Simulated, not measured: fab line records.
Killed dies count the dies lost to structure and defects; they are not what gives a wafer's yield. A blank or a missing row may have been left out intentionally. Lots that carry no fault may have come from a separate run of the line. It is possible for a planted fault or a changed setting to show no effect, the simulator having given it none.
fab line records ; flow sky130
record: lots: 15; wafers: 45; last-day: 50
route steps=708 shown VIA3@594 METAL4@602 CAP2M@605
lots with no fault: from the same line, run without faults
start-h: the number of hours between the record's first day and the start of the first shown wafer of the lot ; wait-h: hours elapsed since this lot's preceding step ; " as in the row above ; L1.1+2: a single row standing in for several wafers ; - value missing, or start not given ; * or withheld: withheld ; < > ~ a bound
route shown NAME@n: NAME is a module with steps in the file, n the number in the route of the first one ; usual: average and standard deviation across the fault-free wafers ; same: alike in all rows ; chamber/n: place in a boat ; sites: per-site readings ; _std_site: standard deviation of those values ; _edge_site: inner sites' mean taken away from outer sites' mean ; radius-mm: how far each site lies from the wafer's centre ; mask NAME#n: copy n ; behind: the tool/chamber that last shaped the wafer ; hold: what put the lot on hold/how long, in hours/how the hold closed ; device: whichever transistor did not switch (one of n, p or np) ; end of line: tests of these same wafers at the route's end ; where a step has no rows: the recipe by itself ; killed: not the wafer's yield, but the dies lost to structure and defects at the first sort ; map: a wafer's dies, x killed, . not, _ none there
set.NAME: the run value of the setting; set.NAME@STEP: its run value at that earlier step ; model.NAME: the simulator's own value behind a step, which no gauge read
route steps across a sampled set of lots; one table per step, one row per wafer
services: a tool's chamber out of use, with start hour (start-h, from the record's first day; less than 0 if before it), hours out, and reason
== steps ==
step: SKY_VIA3_CVD_21
recipe: material: W; target-thk-nm: 390; time-s: 117.31; temp-c: 400; pressure-torr: 40
usual: heater-power-w: 896/58
lot.wafer;tool;chamber;start-h;wait-h;heater-power-w
L524.3;cvd-w-01;0;952.75;0.1;909
L524.5;cvd-w-01;1;952.75;0.1;1000
L524.6;cvd-w-01;0;952.75;0.1;909
L525.1;cvd-w-01;0;953.32;0.0;895
L525.3;cvd-w-01;1;953.32;0.0;980
L525.4;cvd-w-01;0;953.32;0.0;932
L526.2;cvd-w-02;1;954.93;0.0;845
L526.3;cvd-w-02;0;954.93;0.0;860
L526.4;cvd-w-02;1;954.93;0.0;816
L527.3;cvd-w-02;0;964.79;0.1;837
L527.4;cvd-w-02;1;964.79;0.1;833
L527.6;cvd-w-02;1;964.79;0.1;835
L528.1;cvd-w-01;1;971.15;0.0;1001
L528.3;cvd-w-01;0;971.15;0.0;892
L528.6;cvd-w-01;1;971.15;0.0;1000
L529.3;cvd-w-02;0;983.87;0.1;862
L529.4;cvd-w-02;1;983.87;0.1;830
L529.6;cvd-w-02;1;983.87;0.1;821
L531.1;cvd-w-01;0;996.63;0.0;923
L531.2;cvd-w-01;1;996.63;0.0;996
L531.4;cvd-w-01;0;996.63;0.0;925
L533.1;cvd-w-01;1;1005.76;0.0;995
L533.4;cvd-w-01;0;1005.76;0.0;896
L533.6;cvd-w-01;0;1005.76;0.0;921
L532.2;cvd-w-02;1;1006.50;0.0;822
L532.5;cvd-w-02;1;1006.50;0.0;846
L532.6;cvd-w-02;0;1006.50;0.0;873
L534.3;cvd-w-02;1;1010.67;0.1;862
L534.4;cvd-w-02;0;1010.67;0.1;860
L534.6;cvd-w-02;1;1010.67;0.1;835
L540.1;cvd-w-01;1;1052.41;0.0;1016
L540.3;cvd-w-01;0;1052.41;0.0;907
L540.5;cvd-w-01;1;1052.41;0.0;976
L541.2;cvd-w-01;1;1055.21;0.0;996
L541.4;cvd-w-01;0;1055.21;0.0;905
L541.6;cvd-w-01;1;1055.21;0.0;993
L542.1;cvd-w-02;1;1061.49;0.0;828
L542.4;cvd-w-02;1;1061.49;0.0;840
L542.6;cvd-w-02;1;1061.49;0.0;836
L543.2;cvd-w-01;1;1067.77;0.0;969
L543.5;cvd-w-01;0;1067.77;0.0;908
L543.6;cvd-w-01;1;1067.77;0.0;992
L545.2;cvd-w-02;1;1094.70;0.0;824
L545.4;cvd-w-02;1;1094.70;0.0;830
L545.5;cvd-w-02;0;1094.70;0.0;862
step: SKY_METAL4_SPUTTER_04
recipe: material: TiN; target-thk-nm: 70; power-w: 6500; time-s: 58.3; chamber-pressure-pa: 0.4
usual: chamber-pressure-pa: 0.4000/0.00089; throttle-valve-pct: 30.4/1
lot.wafer;tool;chamber;start-h;wait-h;chamber-pressure-pa;throttle-valve-pct
L524.3;pvd-sputter-04;-;953.42;0.0;0.3989;30.9
L524.5;pvd-sputter-04;-;953.42;0.0;0.3993;31.0
L524.6;pvd-sputter-04;-;953.42;0.0;0.4000;28.8
L525.1;pvd-sputter-03;-;954.03;0.0;0.4011;30.9
L525.3;pvd-sputter-03;-;954.03;0.0;0.3988;28.9
L525.4;pvd-sputter-03;-;954.03;0.0;0.4007;32.4
L526.2;pvd-sputter-03;-;955.63;0.0;0.3992;32.4
L526.3;pvd-sputter-03;-;955.63;0.0;0.3993;30.5
L526.4;pvd-sputter-03;-;955.63;0.0;0.3998;30.9
L527.3;pvd-sputter-03;-;965.46;0.0;0.3995;30.7
L527.4;pvd-sputter-03;-;965.46;0.0;0.3998;28.9
L527.6;pvd-sputter-03;-;965.46;0.0;0.4005;32.0
L528.1;pvd-sputter-01;-;971.86;0.0;0.4006;28.7
L528.3;pvd-sputter-01;-;971.86;0.0;0.4015;30.3
L528.6;pvd-sputter-01;-;971.86;0.0;0.4011;31.1
L529.3;pvd-sputter-01;-;984.54;0.0;0.3998;29.0
L529.4;pvd-sputter-01;-;984.54;0.0;0.4006;29.4
L529.6;pvd-sputter-01;-;984.54;0.0;0.4013;30.1
L531.1;pvd-sputter-01;-;997.34;0.0;0.3999;30.3
L531.2;pvd-sputter-01;-;997.34;0.0;0.3999;29.4
L531.4;pvd-sputter-01;-;997.34;0.0;0.4004;29.5
L533.1;pvd-sputter-03;-;1006.47;0.0;0.4003;30.4
L533.4;pvd-sputter-03;-;1006.47;0.0;0.3987;32.2
L533.6;pvd-sputter-03;-;1006.47;0.0;0.4013;30.6
L532.2;pvd-sputter-03;-;1007.21;0.0;0.3993;30.7
L532.5;pvd-sputter-03;-;1007.21;0.0;0.4007;32.3
L532.6;pvd-sputter-03;-;1007.21;0.0;0.3995;30.6
L534.3;pvd-sputter-01;-;1011.33;0.0;0.4004;29.2
L534.4;pvd-sputter-01;-;1011.33;0.0;0.3998;30.3
L534.6;pvd-sputter-01;-;1011.33;0.0;0.4009;29.9
L540.1;pvd-sputter-03;-;1053.12;0.0;0.4015;30.4
L540.3;pvd-sputter-03;-;1053.12;0.0;0.4010;31.0
L540.5;pvd-sputter-03;-;1053.12;0.0;0.4013;32.3
L541.2;pvd-sputter-01;-;1055.92;0.0;0.3994;29.5
L541.4;pvd-sputter-01;-;1055.92;0.0;0.3987;31.0
L541.6;pvd-sputter-01;-;1055.92;0.0;0.3976;31.1
L542.1;pvd-sputter-04;-;1062.31;0.0;0.3998;31.0
L542.4;pvd-sputter-04;-;1062.31;0.0;0.4005;29.1
L542.6;pvd-sputter-04;-;1062.31;0.0;0.4004;30.1
L543.2;pvd-sputter-04;-;1068.48;0.0;0.3998;30.7
L543.5;pvd-sputter-04;-;1068.48;0.0;0.3994;29.2
L543.6;pvd-sputter-04;-;1068.48;0.0;0.3999;30.9
L545.2;pvd-sputter-04;-;1095.41;0.0;0.4010;30.9
L545.4;pvd-sputter-04;-;1095.41;0.0;0.4008;29.1
L545.5;pvd-sputter-04;-;1095.41;0.0;0.4009;30.8
step: SKY_CAP2M_SPUTTER_02
recipe: material: TiN; target-thk-nm: 200; temp-c: 300; power-w: 6500; time-s: 166.7; chamber-pressure-pa: 0.4
usual: chamber-pressure-pa: 0.4000/0.00085; throttle-valve-pct: 30.1/0.84
lot.wafer;tool;chamber;start-h;wait-h;chamber-pressure-pa;throttle-valve-pct
L524.3;pvd-sputter-01;-;953.55;0.0;0.3993;30.3
L524.5;pvd-sputter-01;-;953.55;0.0;0.4013;31.0
L524.6;pvd-sputter-01;-;953.55;0.0;0.3999;29.0
L525.1;pvd-sputter-04;-;954.16;0.1;0.4003;31.0
L525.3;pvd-sputter-04;-;954.16;0.1;0.4018;30.5
L525.4;pvd-sputter-04;-;954.16;0.1;0.4013;29.0
L526.2;pvd-sputter-04;-;955.76;0.0;0.3995;30.6
L526.3;pvd-sputter-04;-;955.76;0.0;0.4004;30.8
L526.4;pvd-sputter-04;-;955.76;0.0;0.4002;30.8
L527.3;pvd-sputter-01;-;965.59;0.0;0.3993;29.4
L527.4;pvd-sputter-01;-;965.59;0.0;0.3985;31.2
L527.6;pvd-sputter-01;-;965.59;0.0;0.3999;29.4
L528.1;pvd-sputter-02;-;971.99;0.1;0.3996;30.9
L528.3;pvd-sputter-02;-;971.99;0.1;0.3990;30.8
L528.6;pvd-sputter-02;-;971.99;0.1;0.3984;30.7
L529.3;pvd-sputter-02;-;984.67;0.0;0.4003;30.6
L529.4;pvd-sputter-02;-;984.67;0.0;0.3998;30.9
L529.6;pvd-sputter-02;-;984.67;0.0;0.3992;29.6
L531.1;pvd-sputter-02;-;997.47;0.1;0.4001;30.9
L531.2;pvd-sputter-02;-;997.47;0.1;0.3995;29.3
L531.4;pvd-sputter-02;-;997.47;0.1;0.4009;29.1
L533.1;pvd-sputter-04;-;1006.61;0.1;0.3995;31.0
L533.4;pvd-sputter-04;-;1006.61;0.1;0.4009;30.7
L533.6;pvd-sputter-04;-;1006.61;0.1;0.3993;28.9
L532.2;pvd-sputter-02;-;1007.34;0.0;0.4000;30.6
L532.5;pvd-sputter-02;-;1007.34;0.0;0.3987;30.5
L532.6;pvd-sputter-02;-;1007.34;0.0;0.4004;29.2
L534.3;pvd-sputter-02;-;1011.47;0.0;0.3990;29.0
L534.4;pvd-sputter-02;-;1011.47;0.0;0.4004;30.7
L534.6;pvd-sputter-02;-;1011.47;0.0;0.4005;30.9
L540.1;pvd-sputter-04;-;1053.25;0.1;0.3988;28.9
L540.3;pvd-sputter-04;-;1053.25;0.1;0.3993;30.5
L540.5;pvd-sputter-04;-;1053.25;0.1;0.4002;30.8
L541.2;pvd-sputter-04;-;1056.05;0.0;0.4006;28.9
L541.4;pvd-sputter-04;-;1056.05;0.0;0.4011;28.7
L541.6;pvd-sputter-04;-;1056.05;0.0;0.3998;30.8
L542.1;pvd-sputter-02;-;1062.44;0.1;0.3995;29.5
L542.4;pvd-sputter-02;-;1062.44;0.1;0.3996;30.9
L542.6;pvd-sputter-02;-;1062.44;0.1;0.4006;30.8
L543.2;pvd-sputter-02;-;1068.61;0.0;0.4020;29.4
L543.5;pvd-sputter-02;-;1068.61;0.0;0.4008;29.4
L543.6;pvd-sputter-02;-;1068.61;0.0;0.4012;30.7
L545.2;pvd-sputter-04;-;1095.54;0.0;0.3984;30.7
L545.4;pvd-sputter-04;-;1095.54;0.0;0.4002;28.9
L545.5;pvd-sputter-04;-;1095.54;0.0;0.4007;30.6
step: SKY_CAP2M_EXPOSE_09
recipe: mask-id: CAP2M; na: 0.6; source-shape: conventional; sigma-outer: 0.6; polarization: unpolarized; target-cd-nm: 1000; dose-mj: 159
usual: exposure-dose-mJ-cm2: 158.98/0.16; focus-offset-nm: 0.1/0.61
lot.wafer;tool;chamber;start-h;wait-h;mask;exposure-dose-mJ-cm2;focus-offset-nm
L524.3;iline-stepper-01;0;965.41;-;CAP2M#0;158.90;-0.7
L524.5;iline-stepper-01;0;965.41;-;CAP2M#0;159.06;0.2
L524.6;iline-stepper-01;0;965.41;-;CAP2M#0;159.02;0.8
L525.1;iline-stepper-01;0;966.33;-;CAP2M#0;158.97;1.0
L525.3;iline-stepper-01;0;966.33;-;CAP2M#0;158.68;0.2
L525.4;iline-stepper-01;0;966.33;-;CAP2M#0;159.04;0.3
L526.2;iline-stepper-02;0;968.37;-;CAP2M#0;159.08;0.0
L526.3;iline-stepper-02;0;968.37;-;CAP2M#0;158.96;-0.1
L526.4;iline-stepper-02;0;968.37;-;CAP2M#0;158.73;-0.1
L527.3;iline-stepper-01;0;977.58;-;CAP2M#0;159.20;-0.1
L527.4;iline-stepper-01;0;977.58;-;CAP2M#0;159.01;0.2
L527.6;iline-stepper-01;0;977.58;-;CAP2M#0;159.30;1.1
L528.1;iline-stepper-01;0;982.78;-;CAP2M#0;158.77;-0.2
L528.3;iline-stepper-01;0;982.78;-;CAP2M#0;158.88;-0.7
L528.6;iline-stepper-01;0;982.78;-;CAP2M#0;158.85;-0.3
L529.3;iline-stepper-02;0;997.37;-;CAP2M#0;158.97;-0.4
L529.4;iline-stepper-02;0;997.37;-;CAP2M#0;159.21;-0.1
L529.6;iline-stepper-02;0;997.37;-;CAP2M#0;158.98;0.0
L531.1;iline-stepper-01;0;1008.52;-;CAP2M#0;158.82;0.8
L531.2;iline-stepper-01;0;1008.52;-;CAP2M#0;158.93;0.3
L531.4;iline-stepper-01;0;1008.52;-;CAP2M#0;158.71;-0.6
L533.1;iline-stepper-01;-;1018.02;-;CAP2M#0;-;-
L533.4;iline-stepper-01;-;1018.02;-;CAP2M#0;-;-
L533.6;iline-stepper-01;-;1018.02;-;CAP2M#0;-;-
L532.2;iline-stepper-01;-;1018.99;-;CAP2M#0;-;-
L532.5;iline-stepper-01;-;1018.99;-;CAP2M#0;-;-
L532.6;iline-stepper-01;-;1018.99;-;CAP2M#0;-;-
L534.3;iline-stepper-01;-;1023.11;-;CAP2M#0;-;-
L534.4;iline-stepper-01;-;1023.11;-;CAP2M#0;-;-
L534.6;iline-stepper-01;-;1023.11;-;CAP2M#0;-;-
L540.1;iline-stepper-02;0;1063.82;-;CAP2M#0;158.83;0.0
L540.3;iline-stepper-02;0;1063.82;-;CAP2M#0;158.78;0.0
L540.5;iline-stepper-02;0;1063.82;-;CAP2M#0;158.65;0.4
L541.2;iline-stepper-01;0;1067.62;-;CAP2M#0;158.86;0.7
L541.4;iline-stepper-01;0;1067.62;-;CAP2M#0;158.83;0.2
L541.6;iline-stepper-01;0;1067.62;-;CAP2M#0;158.75;0.1
L542.1;iline-stepper-02;0;1073.29;-;CAP2M#0;159.14;0.0
L542.4;iline-stepper-02;0;1073.29;-;CAP2M#0;159.10;0.6
L542.6;iline-stepper-02;0;1073.29;-;CAP2M#0;158.98;0.8
L543.2;iline-stepper-02;0;1078.55;-;CAP2M#0;159.14;-0.2
L543.5;iline-stepper-02;0;1078.55;-;CAP2M#0;158.80;-0.4
L543.6;iline-stepper-02;0;1078.55;-;CAP2M#0;158.95;0.4
L545.2;iline-stepper-01;0;1105.30;-;CAP2M#0;159.34;-1.1
L545.4;iline-stepper-01;0;1105.30;-;CAP2M#0;159.14;-0.4
L545.5;iline-stepper-01;0;1105.30;-;CAP2M#0;158.97;-1.3
== services ==
tool;chamber;start-h;hours;kind
iline-stepper-01;-;931.96;3.6;repair
cvd-w-02;-;933.00;2.8;pm
pvd-sputter-04;-;937.41;8.7;repair
iline-stepper-01;-;942.96;1.7;pm
iline-stepper-02;0;943.30;-;calibration
iline-stepper-02;-;946.46;20.7;repair
iline-stepper-02;-;961.18;1.5;repair
pvd-sputter-04;-;964.66;21.3;repair
pvd-sputter-02;-;965.46;5.1;repair
iline-stepper-01;-;967.17;2.1;pm
iline-stepper-01;-;969.26;-;consumable-replace:lamp
pvd-sputter-01;-;999.93;6.8;repair
cvd-w-01;-;1002.54;2.8;pm
iline-stepper-02;-;1013.02;28.9;pm
cvd-w-02;-;1022.89;6.0;pm
iline-stepper-02;-;1046.41;1.7;pm
pvd-sputter-03;-;1047.69;3.0;repair
iline-stepper-01;-;1061.79;2.0;repair
pvd-sputter-04;-;1070.64;1.6;repair
iline-stepper-01;-;1089.62;6.7;repair
cvd-w-02;-;1098.25;6.9;pm
== key ==
first-sign: step: SKY_CAP2M_EXPOSE_09; reading: tool-record; direction: missing
effect none on later readings
met-at SKY_CAP2M_EXPOSE_09
struck-lots L532,L533,L534
later-rows-left-out L532.2,L532.5,L532.6,L533.1,L533.4,L533.6,L534.3,L534.4,L534.6
sort-left-out L532.2,L532.5,L532.6,L533.1,L533.4,L533.6,L534.3,L534.4,L534.6
not-acting-at SKY_VIA3_CVD_21,SKY_METAL4_SPUTTER_04,SKY_CAP2M_SPUTTER_02
onset-between 1008.52 1018.02
fault: kind: skipped-step-whole; tool: iline-stepper-01; chamber: -; onset-h: 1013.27; steps: SKY_CAP2M_EXPOSE_09; scope: struck-lots-only
sort-left-out: the simulated sort isn't trusted on such a fault, so these wafers' sort isn't shown, and their yield isn't known
later-rows-left-out: the simulator's readings of these wafers behind a module that went badly wrong aren't trusted and aren't shown, but for the sort
